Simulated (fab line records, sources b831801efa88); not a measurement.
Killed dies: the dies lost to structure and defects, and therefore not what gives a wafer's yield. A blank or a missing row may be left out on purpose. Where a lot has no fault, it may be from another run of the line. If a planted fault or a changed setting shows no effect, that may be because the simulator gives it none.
Struck lot and sound lot, side by side | flow sky130 | 15 out of 708 route steps
Sound: the wafers L737.1, L737.3, L737.4. Wafers L745.2, L745.3, L745.5 were the ones struck. Last of all comes the cause.
Per side, at each step with rows, come the tool, then ch with its chambers, and then its first start. Under that, the readings that differ: sound wafers | struck wafers | difference of the means | sigmas: that difference in standard deviations of wafers without a fault.
alike: a reading whose means differ by less than 2 such deviations, as well as words and numbers matching on both sides. not compared: withheld readings; readings where some wafer has no value; bounds like >300 that might hide an equal value; numbers whose values overlap and for which the record gives no deviation.
The two part at a step that has a row with sigmas, a row that says differs or no value, or rows on one side only. Numbers that don't overlap but have no deviation are shown without sigmas and don't part them. A reading that every wafer of one side lacks parts them only if that side has two wafers or more.

first, 9 steps without rows for these wafers: SKY_CAP2M_CLEAN_17 (cleans in O3/DIW); SKY_METAL4_DEHYDRATE_05 (time 60 s); SKY_METAL4_HMDS_06 (prime time 60 s); SKY_METAL4_COAT_07 (resist thk 60 nm); SKY_METAL4_COAT_08 (resist thk 1140 nm); SKY_METAL4_SOFTBAKE_09 (time 90 s); SKY_METAL4_EXPOSE_10 (exposes mask MM4, target cd 300 nm); SKY_METAL4_PEB_11; SKY_METAL4_DEVELOP_12 (develop time 60 s).
SKY_METAL4_CD_MEAS_13: target cd 300 nm.
  sound on cd_sem-01 at day 41 11:58; struck on cd_sem-01 at day 44 12:20
  alike: cd_nm
SKY_METAL4_OVL_MEAS_14:
  sound on overlay-01 at day 41 12:05; struck on overlay-01 at day 44 12:26
  alike: METAL4_OVL
SKY_METAL4_DESCUM_15: chemistry O2, time 8 s.
  sound on rie_metal-01 ch 0,1, day 41 12:07; struck on rie_metal-02 ch 1, day 44 12:28
  alike: drypump_motor_current_A, oes_product_au
  not compared: rf_hours_counter_h
SKY_METAL4_ETCH_16: etches BARC in N2/H2, stops on SiO2, time 88.2 s, target depth 60 nm.
  sound on rie_metal-01 ch 0,1, day 41 12:09; struck on rie_metal-02 ch 1, day 44 12:30
  reading    | sound                | struck               | difference | sigmas
  bias_w (W) | 100.73 100.09 100.48 | 103.15 103.03 102.78 | +2.55      | +9
  alike: drypump_motor_current_A, oes_product_au, throttle_valve_pct
  not compared: rf_hours_counter_h
SKY_METAL4_ETCH_17: etches SiO2 in C4F8/O2/Ar, stops on TiN, time 3.9 s, target depth 15 nm.
  sound on rie_diel-03 ch 1,2,3, day 41 12:14; struck on rie_diel-04 ch 1,2,3, day 44 12:36
  alike: bias_w, oes_product_au
  not compared: rf_hours_counter_h
-- the record jumps here: 4 days lie between the struck wafers' starts before and after (it left off in module METAL4 and takes up again in module PAD_OPEN, whose first step shown is number 708 of the route) --
SKY_PAD_OPEN_PROBE_99:
  sound on prober-01 at day 45 12:28; struck on prober-01 at day 48 03:59
  alike: defect_limited_yield, killed_at_M0_to_M3, killed_at_M4_up, killed_at_contacts, killed_at_front_end, killed_at_other, killed_dies, killed_open, killed_short, sort_bin_3_pad_short, sort_bin_5_function, sort_bin_6_memory, sort_n_pass, sort_yield_pct

WHERE THEY PART
At SKY_METAL4_ETCH_16 and nowhere else, as far as this record goes. Later steps at which nothing parts them and some readings are alike: SKY_METAL4_ETCH_17, SKY_PAD_OPEN_PROBE_99.

WHY: whatever the simulator had introduced
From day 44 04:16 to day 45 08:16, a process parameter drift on rie_metal-02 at SKY_METAL4_ETCH_16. Setting bias_w, moved by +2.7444, from 100. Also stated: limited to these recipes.
